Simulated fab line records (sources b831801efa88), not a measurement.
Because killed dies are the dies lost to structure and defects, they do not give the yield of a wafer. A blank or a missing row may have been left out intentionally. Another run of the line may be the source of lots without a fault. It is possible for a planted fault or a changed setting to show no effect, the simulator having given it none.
What tool caused it? | flow sky130 | 72 wafers from 24 lots sampled at 5 of the route's 708 steps

WHAT THE GAUGES READ, wafer by wafer
SKY_VIA1_CD_MEAS_12: target cd 150 nm. Usual: cd nm 149.8 nm, standard deviation 1.6.
lot  | measured     | on        | cd nm (nm)        | flag
L074 | day 33 12:17 | cd sem-02 | 149.9 151.1 149.0 |
L075 | day 33 23:08 | cd sem-01 | 150.4 150.7 151.6 |
L076 | day 34 12:21 | cd sem-01 | 152.8 150.3 150.7 |
L077 | day 34 18:25 | cd sem-02 | 153.3 152.5 151.5 |
L079 | day 35 00:31 | cd sem-01 | 147.0 147.2 150.2 |
L078 | day 35 04:32 | cd sem-02 | 149.8 150.4 149.8 |
L080 | day 35 17:25 | cd sem-01 | 149.6 148.6 148.0 |
L081 | day 36 05:02 | cd sem-02 | 150.5 148.7 149.4 |
L082 | day 36 08:13 | cd sem-02 | 150.5 151.2 149.8 |
L083 | day 36 12:37 | cd sem-02 | 148.7 149.0 148.6 |
L084 | day 37 02:29 | cd sem-02 | 149.5 150.3 149.4 |
L085 | day 37 09:50 | cd sem-02 | 150.7 150.4 148.5 |
L086 | day 37 16:18 | cd sem-01 | 147.1 148.1 147.7 |
L087 | day 37 17:16 | cd sem-01 | 149.7 149.5 150.9 |
L088 | day 38 07:29 | cd sem-02 | 149.5 148.7 148.1 |
L089 | day 38 09:28 | cd sem-02 | 149.8 151.0 149.9 |
L090 | day 39 01:19 | cd sem-02 | 149.3 149.7 149.6 |
L091 | day 39 03:41 | cd sem-01 | 150.8 151.4 151.9 |
L092 | day 39 06:01 | cd sem-01 | 153.4 151.2 151.8 |
L093 | day 39 13:44 | cd sem-01 | 149.2 147.8 147.6 |
L094 | day 40 01:12 | cd sem-02 | 152.3 152.7 151.2 |
L096 | day 40 08:26 | cd sem-02 | 147.0 150.5 150.2 |
L095 | day 40 14:53 | cd sem-02 | 149.3 149.2 148.4 |
L097 | day 40 23:32 | cd sem-01 | 150.9 148.7 149.6 |

SKY_METAL4_OVL_MEAS_14. Usual: METAL4_OVL 0 nm, standard deviation 5.7.
lot  | measured     | on         | METAL4_OVL (nm) | flag
L074 | day 41 06:36 | overlay-01 | -4 1 -2         |
L075 | day 41 18:28 | overlay-01 | 11 4 12         |
L076 | day 42 04:56 | overlay-02 | 0 2 4           |
L077 | day 42 08:09 | overlay-01 | -1 -6 5         |
L079 | day 42 20:40 | overlay-02 | -15 -3 -4       |
L078 | day 42 21:49 | overlay-02 | 12 9 10         |
L080 | day 43 06:16 | overlay-02 | -6 -12 -12      |
L081 | day 43 16:36 | overlay-02 | -7 0 -2         |
L082 | day 43 19:45 | overlay-01 | 5 8 11          |
L083 | day 44 00:38 | overlay-02 | 5 4 8           |
L084 | day 44 13:47 | overlay-02 | 5 1 2           |
L085 | day 44 19:38 | overlay-01 | 0 3 -4          |
L086 | day 45 00:44 | overlay-01 | -7 -5 -8        |
L087 | day 45 02:49 | overlay-02 | 2 6 -5          |
L088 | day 45 13:05 | overlay-02 | -2 1 7          |
L089 | day 45 13:46 | overlay-02 | 3 2 -1          |
L090 | day 46 04:48 | overlay-02 | 5 7 6           |
L091 | day 46 07:00 | overlay-02 | 0 -1 2          |
L092 | day 46 08:56 | overlay-02 | 5 3 5           |
L093 | day 46 13:34 | overlay-01 | -3 -8 0         |
L094 | day 46 23:55 | overlay-02 | -1 -9 -3        |
L096 | day 47 06:35 | overlay-02 | 6 0 -1          |
L095 | day 47 12:50 | overlay-01 | 6 4 -1          |
L097 | day 47 18:41 | overlay-02 | -1 -3 -7        |

SKY_PASSIVATION_THK_MEAS_01. Usual: PASSIVATION_CVD_00_THK 90.1 nm, standard deviation 1.2.
lot  | measured     | on            | PASSIVATION_CVD_00_THK (nm) | flag
L074 | day 43 08:59 | film metro-01 | 90.0 88.4 90.3              |
L075 | day 43 21:17 | film metro-01 | 90.5 88.7 91.0              |
L076 | day 44 07:17 | film metro-01 | 89.3 90.8 91.0              |
L077 | day 44 09:36 | film metro-02 | 88.4 89.4 88.9              |
L079 | day 44 22:22 | film metro-03 | 89.6 90.0 91.5              |
L078 | day 45 00:01 | film metro-03 | 89.0 89.2 89.8              |
L080 | day 45 07:11 | film metro-03 | 90.0 88.8 89.6              |
L081 | day 45 16:37 | film metro-02 | 89.4 89.4 91.8              |
L082 | day 45 19:49 | film metro-01 | 90.1 91.3 91.2              |
L083 | day 45 23:46 | film metro-02 | 88.9 88.1 90.4              |
L084 | day 46 11:17 | film metro-02 | 90.5 88.2 91.4              |
L085 | day 46 17:50 | film metro-01 | 91.1 92.5 90.2              |
L086 | day 46 22:00 | film metro-03 | 89.5 89.6 90.0              |
L087 | day 46 23:47 | film metro-01 | 88.9 90.7 89.2              |
L088 | day 47 09:37 | film metro-03 | 89.4 90.0 90.9              |
L089 | day 47 09:56 | film metro-03 | 88.5 91.9 92.6              |
L090 | day 47 23:40 | film metro-01 | 88.2 89.7 90.6              |
L091 | day 48 01:49 | film metro-03 | 88.2 88.6 90.1              |
L092 | day 48 03:59 | film metro-03 | 89.7 89.2 89.3              |
L093 | day 48 07:17 | film metro-02 | 89.0 89.4 90.2              |
L094 | day 48 17:50 | film metro-01 | 89.0 90.2 89.9              |
L096 | day 49 00:20 | film metro-02 | 90.3 91.0 90.4              |
L095 | day 49 04:52 | film metro-02 | 90.5 89.8 90.2              |
L097 | day 49 11:10 | film metro-01 | 89.6 92.9 91.2              |

WHAT TOOL EACH LOT RAN ON (gives the tool, then ch and the chambers of the sampled wafers, and finally the start)
lot  | SKY_CAP2M_METAL_ETCH_13           | SKY_METAL4_DESCUM_15
L074 | rie metal-02 ch 0,1, day 40 05:55 | rie metal-04 ch 0,1, day 41 06:38
L075 | rie metal-04 ch 0,1, day 40 18:16 | rie metal-02 ch 0,1, day 41 18:29
L076 | rie metal-02 ch 0,1, day 41 04:40 | rie metal-04 ch 1, day 42 04:58
L077 | rie metal-04 ch 0,1, day 41 08:07 | rie metal-02 ch 0,1, day 42 08:11
L079 | rie metal-02 ch 0,1, day 41 20:53 | rie metal-04 ch 0, day 42 20:41
L078 | rie metal-04 ch 1, day 41 21:37   | rie metal-02 ch 0,1, day 42 21:50
L080 | rie metal-03 ch 1, day 42 05:42   | rie metal-02 ch 0,1, day 43 06:17
L081 | rie metal-02 ch 0,1, day 42 17:04 | rie metal-01 ch 0,1, day 43 16:38
L082 | rie metal-02 ch 0,1, day 42 19:25 | rie metal-04 ch 0,1, day 43 19:47
L083 | rie metal-04 ch 0,1, day 43 00:46 | rie metal-01 ch 0,1, day 44 00:40
L084 | rie metal-03 ch 0,1, day 43 14:13 | rie metal-02 ch 1, day 44 13:49
L085 | rie metal-03 ch 0, day 43 20:19   | rie metal-02 ch 1, day 44 19:40
L086 | rie metal-03 ch 0,1, day 44 01:25 | rie metal-04 ch 0,1, day 45 00:46
L087 | rie metal-04 ch 0,1, day 44 03:26 | rie metal-02 ch 0,1, day 45 02:51
L088 | rie metal-03 ch 0,1, day 44 15:16 | rie metal-01 ch 0,1, day 45 13:07
L089 | rie metal-02 ch 1, day 44 16:16   | rie metal-04 ch 0,1, day 45 13:47
L090 | rie metal-02 ch 0,1, day 45 07:04 | rie metal-02 ch 0,1, day 46 04:50
L091 | rie metal-02 ch 0,1, day 45 09:46 | rie metal-02 ch 0,1, day 46 07:02
L092 | rie metal-02 ch 0,1, day 45 11:46 | rie metal-04 ch 0,1, day 46 08:58
L093 | rie metal-02 ch 0,1, day 45 16:32 | rie metal-04 ch 0,1, day 46 13:35
L094 | rie metal-03 ch 0,1, day 46 02:52 | rie metal-04 ch 0,1, day 46 23:56
L096 | rie metal-03 ch 0,1, day 46 09:58 | rie metal-04 ch 0,1, day 47 06:38
L095 | rie metal-03 ch 0,1, day 46 15:46 | rie metal-02 ch 0,1, day 47 12:53
L097 | rie metal-04 ch 1, day 46 22:13   | rie metal-01 ch 0, day 47 18:44
- SKY_CAP2M_METAL_ETCH_13: etches TiN in Cl2/BCl3, stops on SiO2, target depth 220 nm, time 62.9 s.
- SKY_METAL4_DESCUM_15: chemistry O2, time 8 s.

WHAT THE TOOLS THEMSELVES READ (means of the sampled wafers that have a number; where no wafer has one, the mark that the record gives instead)
SKY_CAP2M_METAL_ETCH_13. Usual: drypump motor current A 5.5 A, standard deviation 0.64; oes product au 0.943 a.u., standard deviation 0.0075; throttle valve pct 21.901 %, standard deviation 0.0096.
lot  | tool         | drypump motor current A (A) | oes product au (a.u.) | throttle valve pct (%) | flag
L074 | rie metal-02 | 5.1                         | 0.940                 | 21.897                 |
L075 | rie metal-04 | 5.8                         | 0.938                 | 21.904                 |
L076 | rie metal-02 | 5.1                         | 0.931                 | 21.907                 |
L077 | rie metal-04 | 5.8                         | 0.944                 | 21.901                 |
L079 | rie metal-02 | 5.1                         | 0.945                 | 21.903                 |
L078 | rie metal-04 | 6.0                         | 0.936                 | 21.907                 |
L080 | rie metal-03 | 6.7                         | 0.942                 | 21.909                 |
L081 | rie metal-02 | 5.1                         | 0.946                 | 21.893                 |
L082 | rie metal-02 | 4.9                         | 0.946                 | 21.903                 |
L083 | rie metal-04 | 5.8                         | 0.954                 | 21.900                 |
L084 | rie metal-03 | 5.8                         | 0.940                 | 21.893                 |
L085 | rie metal-03 | 5.4                         | 0.940                 | 21.896                 |
L086 | rie metal-03 | 5.8                         | 0.942                 | 21.897                 |
L087 | rie metal-04 | 5.8                         | 0.934                 | 21.896                 |
L088 | rie metal-03 | 5.8                         | 0.941                 | 21.900                 |
L089 | rie metal-02 | 4.8                         | 0.944                 | 21.899                 |
L090 | rie metal-02 | 5.1                         | 0.943                 | 21.900                 |
L091 | rie metal-02 | 4.9                         | 0.947                 | 21.905                 |
L092 | rie metal-02 | 5.1                         | 0.948                 | 21.910                 |
L093 | rie metal-02 | 5.1                         | 0.936                 | 21.904                 |
L094 | rie metal-03 | 5.8                         | 0.948                 | 21.894                 |
L096 | rie metal-03 | 5.8                         | 0.937                 | 21.901                 |
L095 | rie metal-03 | 6.3                         | 0.944                 | 21.901                 |
L097 | rie metal-04 | 6.0                         | 0.942                 | 21.900                 |

SKY_METAL4_DESCUM_15. Usual: drypump motor current A 5.5 A, standard deviation 0.47; oes product au 0.997 a.u., standard deviation 0.0079.
lot  | tool         | drypump motor current A (A) | oes product au (a.u.) | flag
L074 | rie metal-04 | 5.8                         | 0.996                 |
L075 | rie metal-02 | 5.1                         | 0.993                 |
L076 | rie metal-04 | 6.0                         | 1.005                 |
L077 | rie metal-02 | 4.9                         | 0.995                 |
L079 | rie metal-04 | 5.4                         | 1.001                 |
L078 | rie metal-02 | 4.9                         | 0.998                 |
L080 | rie metal-02 | 5.1                         | 0.999                 |
L081 | rie metal-01 | 6.0                         | 0.999                 |
L082 | rie metal-04 | 5.6                         | 1.002                 |
L083 | rie metal-01 | 6.1                         | 0.986                 |
L084 | rie metal-02 | 4.8                         | 0.987                 |
L085 | rie metal-02 | 4.8                         | 0.991                 |
L086 | rie metal-04 | 5.6                         | 0.994                 |
L087 | rie metal-02 | 4.9                         | 0.989                 |
L088 | rie metal-01 | 6.0                         | 0.994                 |
L089 | rie metal-04 | 5.8                         | 0.997                 |
L090 | rie metal-02 | 4.9                         | 0.994                 |
L091 | rie metal-02 | 5.1                         | 0.997                 |
L092 | rie metal-04 | 5.6                         | 0.989                 |
L093 | rie metal-04 | 5.6                         | 0.992                 |
L094 | rie metal-04 | 5.8                         | 1.007                 |
L096 | rie metal-04 | 5.6                         | 1.007                 |
L095 | rie metal-02 | 5.1                         | 0.999                 |
L097 | rie metal-01 | 6.0                         | 0.995                 |

THE ANSWER, worked out from the rows above alone
Rule: a lot is off if the mean of its wafers that have a number lies more than 3 standard deviations from the usual mean. Also off: a lot with no number at a reading for which 4 or more lots have one. All remaining lots with rows at the step are treated as sound. After the gauges, taken in route order, come the tools' own readings; for these a lot's mean is taken, as printed above. At the first step where some lot is off, the reading lying furthest off is the one used; lots without a number count as furthest.
Across all readings shown, no lot is off: no conclusion can be drawn from this.

WHAT THE SIMULATOR PUT IN
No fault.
